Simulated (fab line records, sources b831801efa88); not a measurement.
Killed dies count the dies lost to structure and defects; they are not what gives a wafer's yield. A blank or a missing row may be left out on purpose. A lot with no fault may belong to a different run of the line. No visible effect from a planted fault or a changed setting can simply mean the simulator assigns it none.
Which tool was responsible?	flow sky130	10 lots, 30 wafers sampled, at 5 steps of a route of 708

== WHAT THE GAUGES READ, wafer by wafer ==
SKY_VIA3_THK_MEAS_01.
lot	measured	on	VIA3_HDPCVD_THK (nm)
L917	day 38 16:10	film metro-04	1656 1649 1637
L919	day 39 00:01	film metro-04	1655 1633 1648
L921	day 40 00:19	film metro-03	1627 1629 1634
L932	day 43 14:49	film metro-04	1657 1646 1640
L928	day 43 19:11	film metro-03	1627 1598 1616
L929	day 43 23:50	film metro-03	1644 1648 1657
L934	day 44 07:50	film metro-03	1642 1641 1655
L935	day 44 08:58	film metro-03	1634 1618 1649
L936	day 44 14:38	film metro-03	1608 1624 1634
L939	day 45 05:17	film metro-03	1629 1635 1659

SKY_METAL4_OVL_MEAS_14.
lot	measured	on	METAL4_OVL (nm)
L917	day 41 21:17	overlay-02	1 -10 -4
L919	day 42 04:07	overlay-01	-6 7 -2
L921	day 43 02:16	overlay-02	-4 -8 -5
L932	day 46 09:28	overlay-02	0 -7 1
L928	day 46 12:55	overlay-02	-11 -2 -10
L929	day 46 18:10	overlay-01	-3 -2 6
L934	day 47 00:49	overlay-01	3 -8 8
L935	day 47 01:49	overlay-02	3 1 4
L936	day 47 06:46	overlay-02	-7 -14 -15
L939	day 47 22:11	overlay-02	-1 -2 0

SKY_VIA4_RS_MEAS_19: a four-point-probe measurement.
lot	measured	on	VIA4_W_RS (ohm/sq)
L917	day 42 22:48	film metro-04	0.225 0.228 0.227
L919	day 43 05:29	film metro-04	0.232 0.231 0.230
L921	day 44 03:31	film metro-02	0.223 0.222 0.231
L932	day 47 07:19	film metro-02	0.339 0.341 0.346 0.338 0.342 0.345
L928	day 47 10:57	film metro-04	0.341 0.338 0.341 0.340 0.339 0.341
L929	day 47 16:39	film metro-04	0.224 0.217 0.219
L934	day 47 23:27	film metro-04	0.222 0.227 0.222
L935	day 47 23:37	film metro-03	0.227 0.219 0.227
L936	day 48 03:56	film metro-03	0.218 0.216 0.216
L939	day 48 18:56	film metro-03	0.219 0.229 0.221

SKY_VIA4_THK_MEAS_20: measures by xrf.
lot	measured	on	VIA4_W_THK (nm)
L917	day 42 22:54	film metro-04	515 509 507
L919	day 43 05:36	film metro-04	498 500 502
L921	day 44 03:37	film metro-02	524 527 504
L932	day 47 09:39	film metro-02	341 339 334 341 338 335
L928	day 47 14:13	film metro-04	342 343 341 341 342 339
L929	day 47 16:46	film metro-04	515 531 532
L934	day 47 23:34	film metro-04	522 512 525
L935	day 47 23:44	film metro-03	514 534 516
L936	day 48 04:02	film metro-03	539 536 542
L939	day 48 19:01	film metro-03	530 506 527

== TOOL THAT RAN EACH LOT (tool first, then ch and the chambers of the sampled wafers, then the start) ==
lot	SKY_VIA4_CVD_18
L917	cvd w-01 ch 0,1, day 42 22:40
L919	cvd w-01 ch 0,1, day 43 05:20
L921	cvd w-02 ch 0,1, day 44 03:20
L932	cvd w-01 ch 0,1, day 47 07:10
L928	cvd w-01 ch 0,1, day 47 10:48
L929	cvd w-02 ch 0,1, day 47 16:30
L934	cvd w-02 ch 0,1, day 47 23:18
L935	cvd w-02 ch 0,1, day 47 23:28
L936	cvd w-02 ch 1, day 48 03:46
L939	cvd w-02 ch 0,1, day 48 18:46
- SKY_VIA4_CVD_18: deposits W, target thk 505 nm, time 152.14 s.

== WHAT THE TOOLS THEMSELVES READ (means of the sampled wafers that have a number; where no wafer has one, the mark that the record gives instead) ==
SKY_VIA4_CVD_18.
lot	tool	heater power w (W)	susceptor temp C (C)
L917	cvd w-01	838	399.93
L919	cvd w-01	801	400.09
L921	cvd w-02	943	400.04
L932	cvd w-01	697	377.59
L928	cvd w-01	711	377.67
L929	cvd w-02	950	400.35
L934	cvd w-02	965	400.06
L935	cvd w-02	980	399.87
L936	cvd w-02	908	400.07
L939	cvd w-02	921	399.91

== THE ANSWER, worked out from the rows above alone ==
Rule: the usual values come from the lots themselves. Put in order of their means at a reading, lots are off if they are a third of the lots or fewer, leave a main group of 4 or more, and stand apart from it by a gap of 3 or more times the standard deviation of the main group's means; of several such gaps the widest counts. The tables above print the reading to a certain number of digits; a main group whose means all agree to those digits is not used. A lot without any number at a reading at which 4 lots or more have one is off too. Any other lot the step has rows for is counted as sound. The gauges are gone through in route order, then the tools' own readings, and for those a lot's mean is taken as printed above. At the first step where some lot is off, the reading lying furthest off is the one used; lots without a number count as furthest.
Off: L932, L928, at SKY_VIA4_RS_MEAS_19 (VIA4_W_RS). The main group: mean 0.224 ohm/sq, standard deviation 0.004.
If a tool, at a process step before that reading, ran all the lots that are off and no sound lot after the first of them, it fits. The gauges at SKY_VIA4_RS_MEAS_19 aren't tried: what is off there is off at SKY_VIA4_CVD_18 too, on other tools, and a gauge's error can't cause that. One fits: cvd w-01 at SKY_VIA4_CVD_18. Its last sound lot is L919 (day 43 05:20), its first lot that is off L932 (day 47 07:10): a fault that began between those two fits.
The tool's own readings at SKY_VIA4_CVD_18 bear it out: on the lots that are off they differ by more than 5 times the standard deviation of the sound lots' means. susceptor temp C reads 377.63 C there against 400.04 C on the sound lots.

== WHAT THE SIMULATOR PUT IN ==
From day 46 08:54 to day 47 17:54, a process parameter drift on cvd w-01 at SKY_VIA4_CVD_18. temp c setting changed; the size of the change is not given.
Shown lots that were struck: L932, L928. The rule above reached the same finding.
